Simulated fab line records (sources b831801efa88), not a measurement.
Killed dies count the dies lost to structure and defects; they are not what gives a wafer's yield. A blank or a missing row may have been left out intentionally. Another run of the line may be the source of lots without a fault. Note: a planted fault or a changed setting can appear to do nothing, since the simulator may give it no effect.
2 desks, one fault | flow sky130 | what lay behind the numbers comes last; until then each desk has only its own

## AT THE TOOL OWNER'S DESK: rieDiel-04
The tool's own readings at SKY_VIA3_ETCH_14 (etches BARC in N2/H2, stops on SiO2, time 45.9 s, target depth 60 nm): means of the sampled wafers that have a number, for each lot that ran on this tool. If a lot's mean is further than 4 standard deviations from the usual mean, the lot is out of limits and carries the mark OUT (the distance appears in the brackets).
Columns: A = drypumpMotorCurrentA at SKY_VIA3_ETCH_14, usual 5.8 A; B = oesProductAu at SKY_VIA3_ETCH_14, usual 0.855 a.u.; C = throttleValvePct at SKY_VIA3_ETCH_14, usual 13.225 %
lot  | first seen here | A   | B     | C
L700 | day 39 12:25    | 6.0 | 0.854 | 13.224
L701 | day 40 08:47    | 5.8 | 0.856 | 13.232
L702 | day 41 03:32    | 6.0 | 0.856 | 13.226
L703 | day 41 05:23    | 5.8 | 0.852 | 13.234
This desk found nothing out of limits on any of the 4 lots.

## METROLOGY DESK
Lot by lot, what the gauges showed, no matter which tool ran the lot: averages of those sampled wafers that carry a number. If a lot's mean is further than 4 standard deviations from the usual mean, the lot is out of limits and carries the mark OUT (the distance appears in the brackets).
Columns: A = VIA3_BOW at SKY_VIA3_BOW_MEAS_03, usual 79 um; B = cdNm at SKY_VIA3_CD_MEAS_12, usual 200.0 nm; C = VIA3_OVL at SKY_VIA3_OVL_MEAS_13, usual -1 nm
lot  | first seen here | A  | B     | C
L700 | day 38 09:58    | 87 | 200.0 | -1
L701 | day 39 07:25    | 77 | 200.3 | -5
L702 | day 40 03:07    | 68 | 199.2 | -0
L703 | day 40 04:52    | 77 | 200.2 | 0
L708 | day 41 22:05    | 82 | 199.9 | -1
L711 | day 44 04:41    | 80 | 199.9 | -4
L721 | day 45 16:50    | 78 | 200.3 | 0
This desk found nothing out of limits on any of the 7 lots.

## BROUGHT TOGETHER
The desk of the tool owner found nothing out of limits.
The metrology desk saw nothing out of limits.

## WHAT WAS PUT IN BY THE SIMULATOR
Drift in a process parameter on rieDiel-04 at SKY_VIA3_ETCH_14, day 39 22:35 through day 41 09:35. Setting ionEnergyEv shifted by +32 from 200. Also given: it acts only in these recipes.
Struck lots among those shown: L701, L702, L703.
